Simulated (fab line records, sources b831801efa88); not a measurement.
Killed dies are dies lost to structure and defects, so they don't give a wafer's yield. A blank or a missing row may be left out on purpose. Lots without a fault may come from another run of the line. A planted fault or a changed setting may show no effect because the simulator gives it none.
fab line records | flow gf180mcu
record lots=6 wafers=18 last_day=34
route steps=602 shown HV_LDD@199
lots that met no fault: from a run of the same line without faults
start_h: hours from the record's first day to the start of the lot's first wafer shown | wait_h: hours since the lot's step before | " the same as in the row above | L1.1+2: a row that stands for several wafers | - no value, or no start given | * or withheld: withheld | < > ~ a bound
route shown NAME@n: a module of which the file shows steps, and the number in the route of the first | usual: mean/standard deviation of fault-free wafers | same: alike in all rows | chamber/n: place in a boat | sites: the reading at each site | _std_site: their standard deviation | _edge_site: outer sites' mean less inner sites' | radius_mm: how far each site lies from the wafer's centre | mask NAME#n: copy n | behind: the tool/chamber that last shaped the wafer | hold: why the lot was held/for how many hours/how that ended | device: the transistor (n, p or np) that didn't switch | end of line: the same wafers' tests at the end of the route | a step without rows: its recipe alone | killed: dies lost to structure and defects at the first sort, not the wafer's yield | map: a wafer's dies, x killed, . not, _ none there
set.NAME: the setting as run; set.NAME@STEP: as run at that earlier step | model.NAME: the simulator's own value behind a step, which no gauge read
lots at some steps of the route; a table a step, a row a wafer
services: from which hour (start_h, from the record's first day; less than 0 if before it) a tool's chamber was out of use, for how many hours, and why
## steps
# step GF_HV_LDD_TW_MEAS_23
# usual HV_LDD_2_TW=1053/9.8
# columns lot.wafer tool chamber start_h wait_h HV_LDD_2_TW
L721.2 film_metro-01 - 258.66 0.1 1052
L721.3 " - " " 1058
L721.5 " - " " 1055
L723.1 film_metro-01 - 271.60 0.1 1048
L723.4 " - " " 1050
L723.5 " - " " 1049
L728.1 film_metro-03 - 316.34 0.1 1045
L728.2 " - " " 1042
L728.5 " - " " 1041
L729.1 film_metro-02 - 331.30 0.1 1059
L729.4 " - " " 1055
L729.6 " - " " 1055
L739.1 film_metro-02 - 401.04 0.1 1060
L739.3 " - " " 1068
L739.5 " - " " 1065
L740.1 film_metro-02 - 413.55 0.1 1066
L740.2 " - " " 1066
L740.6 " - " " 1064
# step GF_HV_LDD_DEHYDRATE_24
# recipe temp_c=200 time_s=60
# step GF_HV_LDD_HMDS_25
# recipe prime_time_s=60 prime_temp_c=120
# step GF_HV_LDD_COAT_26
# recipe resist=NOVOLAK spin_rpm=3000 resist_thk_nm=1000
# step GF_HV_LDD_SOFTBAKE_27
# recipe temp_c=90 time_s=60 resist=NOVOLAK
# step GF_HV_LDD_EXPOSE_28
# recipe mask_id=Nplus_HV_AREA target_cd_nm=400 na=0.6 source_shape=conventional sigma_outer=0.6 dose_mj=140
# step GF_HV_LDD_PEB_29
# recipe temp_c=withheld time_s=* resist=NOVOLAK
# step GF_HV_LDD_DEVELOP_30
# recipe develop_time_s=60 dev_temp_c=23
# step GF_HV_LDD_CD_MEAS_31
# recipe target_cd_nm=400
# usual cd_nm=399.9/2.2
# columns lot.wafer tool chamber start_h wait_h cd_nm
L721.2 cd_sem-01 - 276.43 0.1 398.2
L721.3 " - " " 395.8
L721.5 " - " " 397.0
L723.1 cd_sem-01 - 290.33 0.1 401.2
L723.4 " - " " 399.5
L723.5 " - " " 400.0
L728.1 cd_sem-01 - 337.59 0.1 400.8
L728.2 " - " " 400.7
L728.5 " - " " 397.0
L729.1 cd_sem-01 - 353.43 0.1 398.0
L729.4 " - " " 397.7
L729.6 " - " " 397.4
L739.1 cd_sem-01 - 425.23 0.1 400.6
L739.3 " - " " 401.8
L739.5 " - " " 401.9
L740.1 cd_sem-01 - 437.75 0.1 398.0
L740.2 " - " " 396.7
L740.6 " - " " 396.3
# step GF_HV_LDD_OVL_MEAS_32
# usual HV_LDD_02_OVL=0.8/1.6
# columns lot.wafer tool chamber start_h wait_h HV_LDD_02_OVL[nm]
L721.2 overlay-01 - 276.53 0.1 0.3
L721.3 " - " " 0.4
L721.5 " - " " 1.0
L723.1 overlay-01 - 290.45 0.1 1.7
L723.4 " - " " 0.4
L723.5 " - " " 0.5
L728.1 overlay-01 - 337.71 0.1 -1.2
L728.2 " - " " 0.4
L728.5 " - " " 1.6
L729.1 overlay-02 - 353.55 0.1 3.4
L729.4 " - " " 2.8
L729.6 " - " " 2.8
L739.1 overlay-02 - 425.35 0.1 -0.3
L739.3 " - " " 2.0
L739.5 " - " " 0.5
L740.1 overlay-01 - 437.87 0.1 0.8
L740.2 " - " " 4.4
L740.6 " - " " 1.1
# step GF_HV_LDD_IMPLANT_33
# recipe species=P energy_kev=60 dose_cm2=7.5e+12 tilt_deg=30 rotation_deg=0
# step GF_HV_LDD_IMPLANT_34
# recipe species=P energy_kev=60 dose_cm2=7.5e+12 tilt_deg=30 rotation_deg=90
# step GF_HV_LDD_IMPLANT_35
# recipe species=P energy_kev=60 dose_cm2=7.5e+12 tilt_deg=30 rotation_deg=180
# usual beam_energy_keV=60.001/0.019 beam_on_s=9.99/0.2 faraday_current_uA=42.3/0.84
# columns lot.wafer tool chamber start_h wait_h beam_energy_keV beam_on_s faraday_current_uA
L721.2 implanter-01 0 276.89 0.1 59.970 9.86 42.8
L721.3 " 0 " " 60.005 9.90 42.6
L721.5 " 0 " " 59.996 10.35 41.2
L723.1 implanter-01 0 290.79 0.1 60.015 9.90 42.8
L723.4 " 0 " " 59.968 9.90 42.7
L723.5 " 0 " " 59.975 10.00 42.3
L728.1 implanter-01 - 338.05 0.1 - - -
L728.2 " - " " - - -
L728.5 " - " " - - -
L729.1 implanter-01 - 353.89 0.1 - - -
L729.4 " - " " - - -
L729.6 " - " " - - -
L739.1 implanter-04 0 425.69 0.1 60.003 9.98 42.1
L739.3 " 0 " " 60.006 10.08 42.0
L739.5 " 0 " " 59.999 10.03 42.1
L740.1 implanter-04 0 438.21 0.1 60.027 10.29 41.0
L740.2 " 0 " " 60.031 10.04 42.3
L740.6 " 0 " " 60.038 9.96 42.6
# step GF_HV_LDD_IMPLANT_36
# recipe species=P energy_kev=60 dose_cm2=7.5e+12 tilt_deg=30 rotation_deg=270
# step GF_HV_LDD_STRIP_37
# recipe chemistry=O2/N2 power_w=1400 pressure_mtorr=1500 platen_temp_c=250 o2_flow_sccm=3000 n2_flow_sccm=300 overash_fraction=0.5
# usual drypump_motor_current_A=5.6/0.39 heater_power_w=317/36 oes_product_au=0.716/0.0047 strip_time_to_endpoint_s=12.64/0.035
# columns lot.wafer tool chamber start_h wait_h drypump_motor_current_A heater_power_w oes_product_au rf_hours_counter_h strip_time_to_endpoint_s
L721.2 plasma_asher-03 0 277.16 0.1 6.0 300 0.715 69 12.69
L721.3 " 1 " " 5.4 397 0.707 - 12.68
L721.5 " 1 " " 5.4 401 0.715 - 12.68
L723.1 plasma_asher-03 1 291.09 0.1 5.4 397 0.708 71 12.63
L723.4 " 0 " " 6.0 302 0.720 - 12.58
L723.5 " 1 " " 5.4 398 0.722 - 12.61
L728.1 plasma_asher-04 1 338.35 0.1 5.8 316 0.711 59 12.66
L728.2 " 0 " " 5.2 271 0.717 59 12.60
L728.5 " 1 " " 5.8 311 0.716 - 12.61
L729.1 plasma_asher-01 0 354.19 0.1 6.2 303 0.718 66 12.71
L729.4 " 1 " " 5.2 332 0.717 - 12.70
L729.6 " 1 " " 5.2 345 0.715 - 12.64
L739.1 plasma_asher-04 0 425.99 0.1 5.2 279 0.722 68 12.66
L739.3 " 1 " " 5.8 322 0.717 - 12.67
L739.5 " 1 " " 5.8 306 0.712 - 12.63
L740.1 plasma_asher-04 0 438.51 0.1 5.2 276 0.719 70 12.64
L740.2 " 1 " " 5.8 316 0.720 70 12.64
L740.6 " 0 " " 5.2 276 0.719 - 12.68
# step GF_HV_LDD_TW_MEAS_38
# usual HV_LDD_3_TW=1430/13
# columns lot.wafer tool chamber start_h wait_h HV_LDD_3_TW
L721.2 film_metro-03 - 277.27 0.1 1422
L721.3 " - " " 1425
L721.5 " - " " 1428
L723.1 film_metro-02 - 291.19 0.1 1436
L723.4 " - " " 1438
L723.5 " - " " 1440
L728.1 film_metro-03 - 338.45 0.1 1290
L728.2 " - " " 1287
L728.5 " - " " 1288
L729.1 film_metro-02 - 354.29 0.1 1318
L729.4 " - " " 1321
L729.6 " - " " 1312
L739.1 film_metro-03 - 426.09 0.1 1408
L739.3 " - " " 1414
L739.5 " - " " 1420
L740.1 film_metro-01 - 438.61 0.1 1440
L740.2 " - " " 1441
L740.6 " - " " 1440
# step GF_HV_LDD_DEHYDRATE_39
# recipe temp_c=200 time_s=60
# step GF_HV_LDD_HMDS_40
# recipe prime_time_s=60 prime_temp_c=120
# step GF_HV_LDD_COAT_41
# recipe resist=NOVOLAK spin_rpm=3000 resist_thk_nm=1000
# step GF_HV_LDD_SOFTBAKE_42
# recipe temp_c=90 time_s=60 resist=NOVOLAK
# step GF_HV_LDD_EXPOSE_43
# recipe mask_id=Pplus_HV_AREA target_cd_nm=400 na=0.6 source_shape=conventional sigma_outer=0.6 dose_mj=140
# step GF_HV_LDD_PEB_44
# recipe temp_c=withheld time_s=* resist=NOVOLAK
# step GF_HV_LDD_DEVELOP_45
# recipe develop_time_s=60 dev_temp_c=23
# step GF_HV_LDD_CD_MEAS_46
# recipe target_cd_nm=400
# usual cd_nm=399.8/2.6
# columns lot.wafer tool chamber start_h wait_h cd_nm
L721.2 cd_sem-02 - 296.68 0.1 401.7
L721.3 " - " " 400.4
L721.5 " - " " 400.2
L723.1 cd_sem-02 - 311.66 0.1 397.1
L723.4 " - " " 397.3
L723.5 " - " " 396.0
L728.1 cd_sem-02 - 360.65 0.1 399.8
L728.2 " - " " 398.5
L728.5 " - " " 398.1
L729.1 cd_sem-02 - 376.65 0.1 393.7
L729.4 " - " " 392.3
L729.6 " - " " 394.2
L739.1 cd_sem-01 - 450.25 0.1 404.5
L739.3 " - " " 403.8
L739.5 " - " " 403.8
L740.1 cd_sem-02 - 462.68 0.1 395.5
L740.2 " - " " 397.0
L740.6 " - " " 397.8
# step GF_HV_LDD_OVL_MEAS_47
# usual HV_LDD_03_OVL=0.7/1.8
# columns lot.wafer tool chamber start_h wait_h HV_LDD_03_OVL[nm]
L721.2 overlay-01 - 296.78 0.1 1.1
L721.3 " - " " -0.1
L721.5 " - " " -0.1
L723.1 overlay-02 - 311.78 0.1 0.5
L723.4 " - " " 0.8
L723.5 " - " " 1.8
L728.1 overlay-01 - 360.77 0.1 2.6
L728.2 " - " " 3.1
L728.5 " - " " 2.3
L729.1 overlay-02 - 376.77 0.1 2.6
L729.4 " - " " 4.3
L729.6 " - " " 3.4
L739.1 overlay-01 - 450.37 0.1 0.7
L739.3 " - " " 0.1
L739.5 " - " " -0.7
L740.1 overlay-01 - 462.80 0.1 -3.7
L740.2 " - " " -2.2
L740.6 " - " " -2.2
# step GF_HV_LDD_IMPLANT_48
# recipe species=B energy_kev=25 dose_cm2=3e+13 tilt_deg=7
# step GF_HV_LDD_STRIP_49
# recipe chemistry=O2/N2 power_w=1400 pressure_mtorr=1500 platen_temp_c=250 o2_flow_sccm=3000 n2_flow_sccm=300 overash_fraction=0.5
# usual drypump_motor_current_A=5.6/0.4 heater_power_w=322/35 oes_product_au=0.716/0.0045 strip_time_to_endpoint_s=12.64/0.033
# columns lot.wafer tool chamber start_h wait_h drypump_motor_current_A heater_power_w oes_product_au rf_hours_counter_h strip_time_to_endpoint_s
L721.2 plasma_asher-01 1 296.96 0.1 5.2 335 0.719 60 12.61
L721.3 " 1 " " 5.2 334 0.717 - 12.59
L721.5 " 1 " " 5.2 338 0.713 - 12.59
L723.1 plasma_asher-01 1 311.96 0.1 5.2 332 0.720 62 12.66
L723.4 " 1 " " 5.2 340 0.716 - 12.64
L723.5 " 0 " " 6.2 309 0.715 - 12.65
L728.1 plasma_asher-04 0 360.99 0.1 5.1 283 0.714 61 12.62
L728.2 " 1 " " 5.8 311 0.720 61 12.63
L728.5 " 0 " " 5.2 281 0.716 - 12.60
L729.1 plasma_asher-04 1 376.96 0.1 5.8 308 0.718 63 12.66
L729.4 " 1 " " 5.8 316 0.715 - 12.64
L729.6 " 1 " " 5.8 308 0.713 - 12.64
L739.1 plasma_asher-04 1 450.56 0.1 5.8 307 0.718 71 12.55
L739.3 " 0 " " 5.2 269 0.716 - 12.61
L739.5 " 0 " " 5.2 277 0.712 - 12.60
L740.1 plasma_asher-01 0 462.99 0.1 6.1 305 0.710 78 12.65
L740.2 " 1 " " 5.2 346 0.710 78 12.58
L740.6 " 0 " " 6.2 312 0.720 - 12.60
# step GF_HV_LDD_TW_MEAS_50
# usual HV_LDD_4_TW=568/5.2
# columns lot.wafer tool chamber start_h wait_h HV_LDD_4_TW
L721.2 film_metro-03 - 297.07 0.1 559
L721.3 " - " " 563
L721.5 " - " " 559
L723.1 film_metro-01 - 312.06 0.1 570
L723.4 " - " " 567
L723.5 " - " " 571
L728.1 film_metro-03 - 361.09 0.1 562
L728.2 " - " " 563
L728.5 " - " " 563
L729.1 film_metro-01 - 377.06 0.1 566
L729.4 " - " " 566
L729.6 " - " " 570
L739.1 film_metro-01 - 450.66 0.1 574
L739.3 " - " " 573
L739.5 " - " " 570
L740.1 film_metro-01 - 463.09 0.1 565
L740.2 " - " " 565
L740.6 " - " " 569
# step GF_HV_LDD_CLEAN_51
# recipe chemistry=SC1/SC2 mix=1:4:20 temp_c=70 time_s=150 dry=n2_spin
# step GF_HV_LDD_RTA_52
# recipe temp_c=1000 time_s=10 ambient=N2
# usual anneal_temp_c_max=1003.8/1 lamp_power_pct=29.7/0.81 wafer_temp_C_max=1005.3/1.4
# columns lot.wafer tool chamber start_h wait_h anneal_temp_c_max lamp_power_pct wafer_temp_C_max
L721.2 rtp_anneal-02 0 297.18 0.0 1002.2 30.6 1003.8
L721.3 " 0 " " 1003.7 30.7 1003.7
L721.5 " 0 " " 1002.6 30.7 1004.1
L723.1 rtp_anneal-01 0 312.17 0.0 1005.7 29.0 1005.5
L723.4 " 0 " " 1004.9 29.0 1005.7
L723.5 " 0 " " 1003.8 29.1 1004.9
L728.1 rtp_anneal-01 0 361.20 0.0 1003.8 29.1 1006.8
L728.2 " 0 " " 1005.4 29.1 1005.1
L728.5 " 0 " " 1003.4 29.0 1006.6
L729.1 rtp_anneal-01 0 377.17 0.0 1005.4 29.0 1005.3
L729.4 " 0 " " 1003.6 29.0 1007.2
L729.6 " 0 " " 1005.0 29.0 1006.6
L739.1 rtp_anneal-02 0 450.77 0.0 1002.2 30.7 1003.8
L739.3 " 0 " " 1003.6 30.7 1005.1
L739.5 " 0 " " 1003.0 30.7 1004.4
L740.1 rtp_anneal-01 0 463.20 0.0 1004.5 29.1 1005.6
L740.2 " 0 " " 1004.6 29.1 1006.4
L740.6 " 0 " " 1004.9 29.0 1004.5
# step GF_HV_LDD_RS_MEAS_53
# recipe thk_meas_gauge=four-point-probe
# usual HV_LDD_RS=417.8/0.94
# columns lot.wafer tool chamber start_h wait_h HV_LDD_RS[ohm/sq]
L721.2 film_metro-02 - 297.26 0.1 416.7
L721.3 " - " " 417.9
L721.5 " - " " 416.8
L723.1 film_metro-03 - 312.24 0.1 417.7
L723.4 " - " " 418.6
L723.5 " - " " 417.5
L728.1 film_metro-02 - 361.27 0.1 439.0
L728.2 " - " " 437.8
L728.5 " - " " 438.1
L729.1 film_metro-02 - 377.24 0.1 439.3
L729.4 " - " " 438.6
L729.6 " - " " 439.2
L739.1 film_metro-02 - 450.84 0.1 417.7
L739.3 " - " " 417.8
L739.5 " - " " 416.9
L740.1 film_metro-01 - 463.26 0.1 419.1
L740.2 " - " " 418.0
L740.6 " - " " 418.9
# step GF_HV_LDD_CVD_54
# recipe material=SiO2 target_thk_nm=10 precursor=TEOS temp_c=680 time_s=75 pressure_mtorr=400
## services
# columns tool chamber start_h hours kind
implanter-04 - 281.43 123.6 pm
plasma_asher-03 - 296.93 3.7 repair
implanter-01 - 323.31 1.0 repair
implanter-01 - 326.32 5.1 pm
plasma_asher-03 - 339.10 4.8 pm
plasma_asher-03 - 351.34 0.7 repair
implanter-04 - 405.97 1.6 repair
implanter-01 - 409.00 6.2 pm
implanter-01 - 417.39 1.3 repair
plasma_asher-03 - 421.25 9.0 pm
plasma_asher-03 0 421.25 9.0 vent_cycle
plasma_asher-03 1 421.25 9.0 vent_cycle
plasma_asher-03 0 430.25 - clean
plasma_asher-03 1 430.25 - clean
## key
first_sign step=GF_HV_LDD_IMPLANT_35 reading=tool_record direction=missing
effect step=GF_HV_LDD_TW_MEAS_38 reading=HV_LDD_3_TW direction=down sigmas=9.7 usual=1430 struck=1303
effect step=GF_HV_LDD_RS_MEAS_53 reading=HV_LDD_RS direction=up sigmas=22 usual=417.8 struck=438.7
met_at GF_HV_LDD_IMPLANT_35
struck_wafers L728.1,L728.2,L728.5,L729.1,L729.4,L729.6
later_rows_left_out L728.1,L728.2,L728.5,L729.1,L729.4,L729.6
sort_left_out L728.1,L728.2,L728.5,L729.1,L729.4,L729.6
tester_left_out L728,L729
onset_between 290.79 338.05
fault kind=skipped_step_whole tool=implanter-01 chamber=- onset_h=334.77 steps=GF_HV_LDD_IMPLANT_35 scope=struck_lots_only
# tester_left_out: of these lots the tester's yield and bins aren't shown, on N5 and GAA mostly nor the transistor test; their killed dies are dies lost to structure and defects alone, not to doping, threshold or leakage, so they don't give the yield
# sort_left_out: the simulated sort isn't trusted on such a fault, so these wafers' sort isn't shown, and their yield isn't known
# later_rows_left_out: the simulator's readings of these wafers behind a module that went badly wrong aren't trusted and aren't shown, but for the sort
